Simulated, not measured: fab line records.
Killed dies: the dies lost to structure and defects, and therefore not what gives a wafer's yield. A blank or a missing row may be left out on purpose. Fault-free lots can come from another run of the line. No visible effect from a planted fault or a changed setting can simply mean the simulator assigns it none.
What tool caused it?    flow sky130    14 lots with 42 wafers sampled at 4 steps, on a route of 708 steps

## WHAT EACH GAUGE READ, for each wafer
SKY_SD_P_TW_MEAS_11. Usual: SD_P_TW gives 2830 (standard deviation 17).
lot   measured      on            SD_P_TW         flag
L935  day 25 15:57  filmMetro-03  2816 2840 2832  
L936  day 25 21:54  filmMetro-01  2864 2850 2854  
L937  day 26 09:50  filmMetro-02  2818 2832 2821  
L938  day 27 03:13  filmMetro-03  2835 2842 2841  
L939  day 27 13:41  filmMetro-02  2810 2811 2801  
L941  day 28 09:14  filmMetro-02  2826 2820 2823  
L942  day 28 17:58  filmMetro-01  2846 2859 2837  
L946  day 30 01:32  filmMetro-02  2821 2805 2800  
L952  day 31 23:52  filmMetro-01  2837 2853 2843  
L953  day 32 08:17  filmMetro-03  2833 2841 2836  
L954  day 32 09:40  filmMetro-03  2837 2836 2838  
L955  day 32 18:20  filmMetro-01  2841 2846 2854  
L956  day 33 00:02  filmMetro-02  2818 2824 2815  
L958  day 33 14:07  filmMetro-01  2844 2836 2829  

SKY_LI_CONTACT_BOW_MEAS_03. Usual: LI_CONTACT_BOW gives 55 um (standard deviation 6.6).
lot   measured      on            LI_CONTACT_BOW (um)  flag
L935  day 28 05:58  filmMetro-02  54 59 66             
L936  day 28 10:15  filmMetro-02  56 52 54             
L937  day 28 22:29  filmMetro-02  48 58 51             
L938  day 29 15:15  filmMetro-02  58 61 62             
L939  day 30 01:14  filmMetro-03  60 62 46             
L941  day 30 20:06  filmMetro-03  47 44 45 - - -       
L942  day 31 05:41  filmMetro-01  51 37 60             
L946  day 32 11:57  filmMetro-01  54 47 58             
L952  day 34 06:52  filmMetro-01  58 63 54             
L953  day 34 15:33  filmMetro-03  57 58 44             
L954  day 34 16:24  filmMetro-03  64 55 60             
L955  day 35 00:58  filmMetro-03  50 52 61             
L956  day 35 07:13  filmMetro-03  67 54 65             
L958  day 35 21:26  filmMetro-03  58 57 52             

## EACH LOT AND THE TOOL THAT RAN IT (in order: tool; ch and the chambers of the sampled wafers; start)
lot   SKY_SD_P_STRIP_10                    SKY_SD_N_STRIP_11
L935  plasmaAsher-02 ch 0,1, day 25 15:50  plasmaAsher-04 ch 0,1, day 28 04:43
L936  plasmaAsher-02 ch 0,1, day 25 21:48  plasmaAsher-01 ch 0,1, day 28 09:00
L937  plasmaAsher-02 ch 0,1, day 26 09:44  plasmaAsher-01 ch 0,1, day 28 21:16
L938  plasmaAsher-04 ch 0, day 27 03:07    plasmaAsher-01 ch 0,1, day 29 14:01
L939  plasmaAsher-02 ch 0,1, day 27 13:35  plasmaAsher-01 ch 0,1, day 30 00:00
L941  plasmaAsher-04 ch 0,1, day 28 09:08  plasmaAsher-02 ch 0,1, day 30 18:46
L942  plasmaAsher-04 ch 0,1, day 28 17:52  plasmaAsher-01 ch 0,1, day 31 04:25
L946  plasmaAsher-02 ch 1, day 30 01:26    plasmaAsher-02 ch 0,1, day 32 10:40
L952  plasmaAsher-04 ch 0,1, day 31 23:46  plasmaAsher-02 ch 0,1, day 34 05:37
L953  plasmaAsher-04 ch 0,1, day 32 08:11  plasmaAsher-02 ch 0,1, day 34 14:18
L954  plasmaAsher-03 ch 0,1, day 32 09:34  plasmaAsher-01 ch 0,1, day 34 15:10
L955  plasmaAsher-02 ch 0,1, day 32 18:15  plasmaAsher-02 ch 0,1, day 34 23:44
L956  plasmaAsher-02 ch 0,1, day 32 23:55  plasmaAsher-04 ch 0,1, day 35 05:58
L958  plasmaAsher-03 ch 0,1, day 33 14:01  plasmaAsher-02 ch 0,1, day 35 20:13
- SKY_SD_P_STRIP_10: strips in O2/N2.
- SKY_SD_N_STRIP_11: strips in O2/N2.

## AS READ BY THE TOOLS THEMSELVES (means over the sampled wafers that have a number; for cases with no such wafer, the mark the record gives instead)
SKY_SD_P_STRIP_10. Usual: chamberPressureMTorr 1500.1 mTorr, standard deviation 1.4; drypumpMotorCurrentA 5.6 A, standard deviation 0.47; oesProductAu 0.617 a.u., standard deviation 0.0044; stripTimeToEndpointS 17.49 s, standard deviation 0.04.
lot   tool            chamberPressureMTorr (mTorr)  drypumpMotorCurrentA (A)  oesProductAu (a.u.)  stripTimeToEndpointS (s)  flag
L935  plasmaAsher-02  1499.5                        5.4                       0.619                17.50                     
L936  plasmaAsher-02  1500.1                        5.4                       0.613                17.47                     
L937  plasmaAsher-02  1499.9                        5.4                       0.621                17.51                     
L938  plasmaAsher-04  1500.9                        5.0                       0.617                17.45                     
L939  plasmaAsher-02  1501.2                        5.6                       0.617                17.53                     
L941  plasmaAsher-04  1498.6                        5.9                       0.618                17.49                     
L942  plasmaAsher-04  1501.3                        5.9                       0.617                17.50                     
L946  plasmaAsher-02  1501.1                        5.7                       0.620                17.53                     
L952  plasmaAsher-04  1501.2                        5.9                       0.613                17.53                     
L953  plasmaAsher-04  1499.9                        5.4                       0.616                17.48                     
L954  plasmaAsher-03  1500.0                        5.7                       0.615                17.50                     
L955  plasmaAsher-02  1499.2                        5.6                       0.619                17.50                     
L956  plasmaAsher-02  1499.7                        5.4                       0.614                17.48                     
L958  plasmaAsher-03  1499.6                        5.7                       0.611                17.49                     

SKY_SD_N_STRIP_11. Usual: chamberPressureMTorr 1499.8 mTorr, standard deviation 1.4; drypumpMotorCurrentA 5.6 A, standard deviation 0.53; oesProductAu 0.528 a.u., standard deviation 0.0046; stripTimeToEndpointS 22.55 s, standard deviation 0.051.
lot   tool            chamberPressureMTorr (mTorr)  drypumpMotorCurrentA (A)  oesProductAu (a.u.)  stripTimeToEndpointS (s)  flag
L935  plasmaAsher-04  1499.1                        5.9                       0.526                22.53                     
L936  plasmaAsher-01  1498.9                        5.4                       0.526                22.50                     
L937  plasmaAsher-01  1499.3                        5.4                       0.526                22.65                     
L938  plasmaAsher-01  1500.5                        5.4                       0.529                22.55                     
L939  plasmaAsher-01  1499.2                        5.7                       0.528                22.55                     
L941  plasmaAsher-02  -                             -                         -                    -                         OFF
L942  plasmaAsher-01  -                             -                         -                    -                         OFF
L946  plasmaAsher-02  1500.4                        5.4                       0.525                22.54                     
L952  plasmaAsher-02  1498.7                        5.6                       0.531                22.53                     
L953  plasmaAsher-02  1501.7                        5.4                       0.525                22.56                     
L954  plasmaAsher-01  1499.8                        5.4                       0.529                22.61                     
L955  plasmaAsher-02  1501.3                        5.6                       0.527                22.56                     
L956  plasmaAsher-04  1499.6                        5.4                       0.528                22.50                     
L958  plasmaAsher-02  1501.0                        5.6                       0.523                22.59                     

## THE ANSWER, worked out from the rows above alone
Rule: a lot counts as off when the mean over its wafers that have a number is more than 3 standard deviations away from the usual mean. Also off: a lot with no number at a reading for which 4 or more lots have one. All remaining lots with rows at the step are treated as sound. The gauges are gone through in route order, then the tools' own readings, and for those a lot's mean is taken as printed above. At the first step where some lot is off, the reading lying furthest off is the one used; lots without a number count as furthest.
Off, at SKY_SD_N_STRIP_11 on chamberPressureMTorr: L941, L942. Without a number there: L941, L942.
If a tool, at that step or one of the process steps before it, ran each lot that is off and ran no sound lot following the first of them, it fits. Not one of the candidates tried fits.

## WHAT HAD BEEN PUT IN BY THE SIMULATOR
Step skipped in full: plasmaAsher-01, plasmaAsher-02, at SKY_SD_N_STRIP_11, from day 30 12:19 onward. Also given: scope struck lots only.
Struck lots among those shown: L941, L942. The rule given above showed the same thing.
